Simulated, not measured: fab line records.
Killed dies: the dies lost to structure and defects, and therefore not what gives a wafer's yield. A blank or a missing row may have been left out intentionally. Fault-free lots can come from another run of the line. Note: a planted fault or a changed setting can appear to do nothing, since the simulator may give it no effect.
A single fault, viewed from 2 desks	flow gf180mcu	each desk holds nothing but its own numbers, with what lay behind them at the end

== THE METROLOGY DESK ==
What the gauges read, lot by lot, whatever tool the lot ran on: means of the sampled wafers that have a number. If a lot's mean is further than 4 standard deviations from the usual mean, the lot is out of limits and carries the mark OUT (the distance appears in the brackets).
Columns: A = TOP_METAL_ALCU_THK at GF_TOP_METAL_THK_MEAS_06, usual 907 nm; B = PASSIVATION_BOW at GF_PASSIVATION_BOW_MEAS_14, usual 135 um
lot	first seen here	A	B
L652	day 27 22:31	912	123
L653	day 28 09:50	903	127
L654	day 28 13:57	892	136
L655	day 28 14:36	885	131
L656	day 28 17:37	910	134
L658	day 29 04:40	919	127
L657	day 29 08:08	912	137
L660	day 29 18:47	897	114
L661	day 30 02:07	903	127
L659	day 30 02:50	918	129
L662	day 30 10:05	922	134
L666	day 31 07:37	908	139
L669	day 32 06:19	902	138
L671	day 32 14:47	911	140
Result from this desk: across the 14 lots, nothing is out of limits.

== THE TOOL OWNER'S DESK: pvd-sputter-04 ==
At GF_SALICIDE_SPUTTER_03 (material TiN, target thk 20 nm, time 16.44 s) the tool's own readings: per lot run on this tool, the mean of the sampled wafers that have a number. If a lot's mean is further than 4 standard deviations from the usual mean, the lot is out of limits and carries the mark OUT (the distance appears in the brackets).
Columns: A = cathode-dc-power-W at GF_SALICIDE_SPUTTER_03, usual 6500.1 W; B = throttle-valve-pct at GF_SALICIDE_SPUTTER_03, usual 30.3 %
lot	first seen here	A	B
L652	day 15 21:52	6499.8	30.8
L653	day 16 05:53	6499.2	31.0
L654	day 16 14:21	6500.4	30.7
L655	day 16 15:04	6499.3	30.3
L658	day 17 06:47	6500.3	31.0
L657	day 17 09:56	6499.8	30.8
L660	day 18 01:10	6499.0	30.8
L661	day 18 09:31	6500.2	30.8
L666	day 19 23:29	6500.1	30.6
L669	day 21 06:14	6499.7	30.4
Result from this desk: across the 10 lots, nothing is out of limits.

== ALL TOGETHER ==
At the metrology desk, nothing out of limits was observed.
Nothing out of limits was seen by the tool owner's desk.

== WHAT HAD BEEN PUT IN BY THE SIMULATOR ==
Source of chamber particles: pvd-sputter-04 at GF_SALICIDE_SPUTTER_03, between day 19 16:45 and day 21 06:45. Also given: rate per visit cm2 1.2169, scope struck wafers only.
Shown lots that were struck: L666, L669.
